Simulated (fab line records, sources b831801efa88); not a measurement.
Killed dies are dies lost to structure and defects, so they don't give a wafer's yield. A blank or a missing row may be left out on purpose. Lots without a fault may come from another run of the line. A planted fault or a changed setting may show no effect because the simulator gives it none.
Which tool did it? | flow sky130 | 14 lots, 42 wafers sampled, at 1 step of a route of 708

WHAT THE GAUGES READ, wafer by wafer
SKY_LI_CONTACT_THK_MEAS_23: measures by xrf.
lot  | measured     | on            | LI_CONTACT_W_THK (nm)
L732 | day 31 13:25 | film_metro-01 | 411 407 415
L736 | day 32 15:33 | film_metro-03 | 407 406 407
L737 | day 32 19:43 | film_metro-02 | 413 416 410
L743 | day 34 10:46 | film_metro-03 | 409 411 408
L740 | day 34 11:08 | film_metro-01 | 412 414 404
L745 | day 34 12:19 | film_metro-01 | 415 422 419
L744 | day 34 12:41 | film_metro-02 | 407 411 408
L746 | day 34 18:41 | film_metro-02 | 406 416 403
L747 | day 35 07:06 | film_metro-02 | 405 411 403
L748 | day 35 08:31 | film_metro-02 | 400 404 405
L749 | day 35 09:31 | film_metro-01 | 411 414 416
L750 | day 35 19:01 | film_metro-02 | 406 408 404
L751 | day 36 07:05 | film_metro-02 | 402 399 402
L753 | day 36 13:58 | film_metro-02 | 410 411 402

WHICH TOOL RAN EACH LOT (tool, then ch and the chambers of the sampled wafers, then the start)
The record holds no process step before these readings.

WHAT THE TOOLS THEMSELVES READ (means of the sampled wafers that have a number; where no wafer has one, the mark that the record gives instead)
The record holds no such reading with a usual standard deviation.

THE ANSWER, worked out from the rows above alone
Rule: what is usual is taken from the lots themselves. Put in order of their means at a reading, lots are off if they are a third of the lots or fewer, leave a main group of 4 or more, and stand apart from it by a gap of 3 or more times the standard deviation of the main group's means; of several such gaps the widest counts. A main group whose means are all the same, to the digits that the tables above print for the reading, isn't used. A lot without any number at a reading at which 4 lots or more have one is off too. The other lots that the step has rows for count as sound. The gauges are gone through in route order, then the tools' own readings, and for those a lot's mean is taken as printed above. The first step at which some lot is off is used, and at that step the reading that is off furthest; a lot without a number counts as furthest.
No lot is off at any reading shown: from this, nothing can be told.

WHAT THE SIMULATOR HAD PUT IN
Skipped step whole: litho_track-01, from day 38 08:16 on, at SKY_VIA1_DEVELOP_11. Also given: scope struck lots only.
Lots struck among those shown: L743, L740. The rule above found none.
